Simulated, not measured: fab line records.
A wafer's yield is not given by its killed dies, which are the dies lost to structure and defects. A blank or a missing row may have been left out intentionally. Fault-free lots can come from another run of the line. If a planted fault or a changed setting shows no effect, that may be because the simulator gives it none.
Chamber matching / flow sky130 / rie-si-01 running SKY_FIELD_ISO_ETCH_17: 4 sister chambers
The step etches Si in HBr/Cl2/O2, target depth 342 nm, time 97.7 s. 18 wafers are shown with their chamber, then 9 later ones without.

## WAFERS WITH THEIR CHAMBER
wafer=L789.1; chamber=1; drypump-motor-current-A (A)=5.9; he-backside-leak-sccm (sccm)=3.1; oes-product-au (a.u.)=1.010
wafer=L789.4; chamber=2; drypump-motor-current-A (A)=5.2; he-backside-leak-sccm (sccm)=2.5; oes-product-au (a.u.)=0.995
wafer=L789.6; chamber=1; drypump-motor-current-A (A)=5.9; he-backside-leak-sccm (sccm)=2.9; oes-product-au (a.u.)=1.010
wafer=L790.1; chamber=2; drypump-motor-current-A (A)=5.2; he-backside-leak-sccm (sccm)=2.8; oes-product-au (a.u.)=0.997
wafer=L790.2; chamber=3; drypump-motor-current-A (A)=5.3; he-backside-leak-sccm (sccm)=2.7; oes-product-au (a.u.)=0.990
wafer=L790.6; chamber=1; drypump-motor-current-A (A)=5.9; he-backside-leak-sccm (sccm)=3.0; oes-product-au (a.u.)=1.007
wafer=L791.1; chamber=2; drypump-motor-current-A (A)=5.2; he-backside-leak-sccm (sccm)=2.4; oes-product-au (a.u.)=0.993
wafer=L791.5; chamber=1; drypump-motor-current-A (A)=5.9; he-backside-leak-sccm (sccm)=3.2; oes-product-au (a.u.)=1.011
wafer=L791.6; chamber=3; drypump-motor-current-A (A)=5.3; he-backside-leak-sccm (sccm)=2.8; oes-product-au (a.u.)=0.993
wafer=L801.3; chamber=0; drypump-motor-current-A (A)=5.3; he-backside-leak-sccm (sccm)=2.6; oes-product-au (a.u.)=0.998
wafer=L801.4; chamber=1; drypump-motor-current-A (A)=5.9; he-backside-leak-sccm (sccm)=3.0; oes-product-au (a.u.)=1.010
wafer=L801.5; chamber=0; drypump-motor-current-A (A)=5.3; he-backside-leak-sccm (sccm)=2.7; oes-product-au (a.u.)=1.004
wafer=L803.1; chamber=2; drypump-motor-current-A (A)=5.2; he-backside-leak-sccm (sccm)=2.8; oes-product-au (a.u.)=1.020
wafer=L803.5; chamber=0; drypump-motor-current-A (A)=5.3; he-backside-leak-sccm (sccm)=2.7; oes-product-au (a.u.)=1.018
wafer=L803.6; chamber=3; drypump-motor-current-A (A)=5.3; he-backside-leak-sccm (sccm)=2.6; oes-product-au (a.u.)=0.998
wafer=L805.1; chamber=2; drypump-motor-current-A (A)=5.1; he-backside-leak-sccm (sccm)=2.6; oes-product-au (a.u.)=0.997
wafer=L805.5; chamber=3; drypump-motor-current-A (A)=5.3; he-backside-leak-sccm (sccm)=2.6; oes-product-au (a.u.)=1.004
wafer=L805.6; chamber=0; drypump-motor-current-A (A)=5.3; he-backside-leak-sccm (sccm)=2.7; oes-product-au (a.u.)=1.019

SIGNATURES (means of the wafers above)
reading=drypump-motor-current-A; chamber 0=5.300; chamber 1=5.900; chamber 2=5.180; chamber 3=5.300; scatter within a chamber=0.0239
reading=he-backside-leak-sccm; chamber 0=2.675; chamber 1=3.040; chamber 2=2.620; chamber 3=2.675; scatter within a chamber=0.124
reading=oes-product-au; chamber 0=1.00975; chamber 1=1.00960; chamber 2=1.00040; chamber 3=0.99625; scatter within a chamber=0.00818
Rule: for each reading, subtract the chamber's mean from the wafer's reading, divide by that reading's scatter and square the result; add these up over the readings and take the root, which gives the wafer's distance from the chamber. The wafer belongs to the nearest chamber; if the next one is less than 2 further off, it can't be placed. How the scatter is found: for the shown wafers, subtract from each reading the mean of its chamber, square and add these, divide the total by (wafers less chambers), then take the root.

## WAFERS WITHOUT THEIR CHAMBER
wafer=L807.1; drypump-motor-current-A (A)=5.3; he-backside-leak-sccm (sccm)=2.5; oes-product-au (a.u.)=1.015
wafer=L807.4; drypump-motor-current-A (A)=5.9; he-backside-leak-sccm (sccm)=2.9; oes-product-au (a.u.)=1.015
wafer=L807.5; drypump-motor-current-A (A)=5.3; he-backside-leak-sccm (sccm)=2.6; oes-product-au (a.u.)=1.014
wafer=L810.1; drypump-motor-current-A (A)=5.2; he-backside-leak-sccm (sccm)=2.7; oes-product-au (a.u.)=0.989
wafer=L810.3; drypump-motor-current-A (A)=5.3; he-backside-leak-sccm (sccm)=2.7; oes-product-au (a.u.)=1.010
wafer=L810.6; drypump-motor-current-A (A)=5.2; he-backside-leak-sccm (sccm)=2.8; oes-product-au (a.u.)=1.010
wafer=L811.2; drypump-motor-current-A (A)=5.2; he-backside-leak-sccm (sccm)=2.9; oes-product-au (a.u.)=0.996
wafer=L811.3; drypump-motor-current-A (A)=5.3; he-backside-leak-sccm (sccm)=2.7; oes-product-au (a.u.)=1.000
wafer=L811.5; drypump-motor-current-A (A)=5.2; he-backside-leak-sccm (sccm)=2.6; oes-product-au (a.u.)=0.996

## THE CHAMBER EACH PASSED THROUGH
wafer=L807.1; from the rows above=can't be placed: 0 or 3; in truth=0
wafer=L807.4; from the rows above=1; in truth=1
wafer=L807.5; from the rows above=can't be placed: 0 or 3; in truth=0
wafer=L810.1; from the rows above=2; in truth=2
wafer=L810.3; from the rows above=can't be placed: 0 or 3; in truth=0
wafer=L810.6; from the rows above=2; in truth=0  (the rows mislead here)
wafer=L811.2; from the rows above=2; in truth=2
wafer=L811.3; from the rows above=can't be placed: 3 or 0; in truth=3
wafer=L811.5; from the rows above=2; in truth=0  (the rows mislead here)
Placed correctly: 3 of 9. Cannot be placed on the basis of these rows: 4; the candidates contain the true chamber in 4. Placed wrongly: 2.
